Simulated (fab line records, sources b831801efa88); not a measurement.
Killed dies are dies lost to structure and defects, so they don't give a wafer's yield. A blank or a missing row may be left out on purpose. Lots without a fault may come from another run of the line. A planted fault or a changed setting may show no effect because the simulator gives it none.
Which tool did it? | flow gf180mcu | 14 lots, 42 wafers sampled, at 3 steps of a route of 602

WHAT THE GAUGES READ, wafer by wafer
GF_STI_THK_MEAS_22. Usual: STI_OXIDATION_01_THK 15.09 nm, standard deviation 0.23.
lot  | measured    | on            | STI_OXIDATION_01_THK (nm) | flag
L525 | day 2 09:21 | film_metro-01 | 15.42 15.56 15.08         |
L526 | day 2 14:39 | film_metro-01 | 15.30 15.17 15.24         |
L527 | day 2 22:38 | film_metro-02 | 15.17 15.14 15.04         |
L528 | day 3 03:47 | film_metro-04 | 14.65 14.72 14.83         |
L529 | day 3 06:22 | film_metro-04 | 15.12 14.89 15.07         |
L530 | day 3 12:00 | film_metro-02 | 15.00 14.72 14.71         |
L531 | day 3 18:35 | film_metro-02 | 15.27 15.25 15.27         |
L533 | day 4 01:40 | film_metro-01 | 15.43 15.61 15.68         |
L534 | day 4 07:57 | film_metro-02 | 14.98 14.95 14.86         |
L539 | day 5 08:37 | film_metro-04 | 15.08 15.21 15.03         |
L540 | day 5 14:13 | film_metro-04 | 15.15 15.24 15.16         |
L541 | day 5 21:14 | film_metro-04 | 15.30 15.11 15.48         |
L546 | day 6 20:52 | film_metro-01 | 15.09 14.99 15.20         |
L547 | day 7 01:29 | film_metro-04 | 14.58 14.76 14.79         |

GF_NSD_OVL_MEAS_08. Usual: NSD_OVL -1.8 nm, standard deviation 1.4.
lot  | measured     | on         | NSD_OVL (nm)   | flag
L525 | day 13 12:23 | overlay-01 | -0.9 -1.7 -0.9 |
L526 | day 14 01:56 | overlay-01 | -0.4 -0.6 -1.0 |
L527 | day 14 16:23 | overlay-01 | -0.6 -0.8 -0.4 |
L528 | day 14 22:37 | overlay-02 | -2.9 -1.1 -1.2 |
L529 | day 15 05:26 | overlay-01 | 0.1 0.0 -0.3   |
L530 | day 15 12:52 | overlay-01 | 0.7 -1.1 -1.3  |
L531 | day 15 20:35 | overlay-02 | -1.5 -1.5 -1.8 |
L533 | day 16 08:01 | overlay-01 | -2.0 -0.8 -3.0 |
L534 | day 16 17:52 | overlay-02 | -2.0 -2.3 -3.6 |
L539 | day 18 10:34 | overlay-01 | 0.6 0.4 -0.8   |
L546 | day 20 18:26 | overlay-02 | -3.6 -4.1 -4.6 |
L547 | day 21 02:22 | overlay-02 | -1.5 0.0 -1.8  |

WHICH TOOL RAN EACH LOT (tool, then ch and the chambers of the sampled wafers, then the start)
lot  | GF_HV_LDD_DEVELOP_06
L525 | litho_track-03 ch 0, day 10 05:02
L526 | litho_track-02 ch 0, day 10 16:15
L527 | litho_track-02 ch 0, day 11 05:01
L528 | litho_track-03 ch 0, day 11 10:48
L529 | litho_track-02 ch 0, day 11 17:01
L530 | litho_track-01 ch 0, day 11 23:41
L531 | litho_track-02 ch 0, day 12 03:36
L533 | litho_track-02 ch 0, day 12 16:12
L534 | litho_track-03 ch 0, day 13 00:06
L539 | litho_track-02 ch 0, day 14 12:51
L540 | litho_track-02, day 14 20:13
L541 | litho_track-03, day 15 04:11
L546 | litho_track-03 ch 0, day 16 15:08
L547 | litho_track-01 ch 0, day 16 22:48
- GF_HV_LDD_DEVELOP_06: develop time 60 s.

WHAT THE TOOLS THEMSELVES READ (means of the sampled wafers that have a number; where no wafer has one, the mark that the record gives instead)
GF_HV_LDD_DEVELOP_06. Usual: chill_plate_temp_C 22.97 C, standard deviation 0.093; exhaust_pa 45.0 Pa, standard deviation 0.93.
lot  | tool           | chill_plate_temp_C (C) | exhaust_pa (Pa) | flag
L525 | litho_track-03 | 22.82                  | 43.2            |
L526 | litho_track-02 | 22.87                  | 45.5            |
L527 | litho_track-02 | 23.04                  | 45.0            |
L528 | litho_track-03 | 22.88                  | 45.2            |
L529 | litho_track-02 | 22.94                  | 45.6            |
L530 | litho_track-01 | 22.97                  | 44.1            |
L531 | litho_track-02 | 23.01                  | 44.8            |
L533 | litho_track-02 | 23.05                  | 44.1            |
L534 | litho_track-03 | 22.92                  | 44.6            |
L539 | litho_track-02 | 23.01                  | 44.5            |
L540 | litho_track-02 | -                      | -               | OFF
L541 | litho_track-03 | -                      | -               | OFF
L546 | litho_track-03 | 22.96                  | 44.3            |
L547 | litho_track-01 | 22.95                  | 44.7            |

THE ANSWER, worked out from the rows above alone
Rule: a lot is off if the mean of its wafers that have a number lies more than 3 standard deviations from the usual mean. A lot without any number at a reading at which 4 lots or more have one is off too. The other lots that the step has rows for count as sound. The gauges are gone through in route order, then the tools' own readings, and for those a lot's mean is taken as printed above. The first step at which some lot is off is used, and at that step the reading that is off furthest; a lot without a number counts as furthest.
Off: L540, L541, at GF_HV_LDD_DEVELOP_06 (chill_plate_temp_C). Without a number there: L540, L541.
A tool fits if, at that step or a process step before it, it ran every lot that is off, and no sound lot after the first of them. None of those tried fits.

WHAT THE SIMULATOR HAD PUT IN
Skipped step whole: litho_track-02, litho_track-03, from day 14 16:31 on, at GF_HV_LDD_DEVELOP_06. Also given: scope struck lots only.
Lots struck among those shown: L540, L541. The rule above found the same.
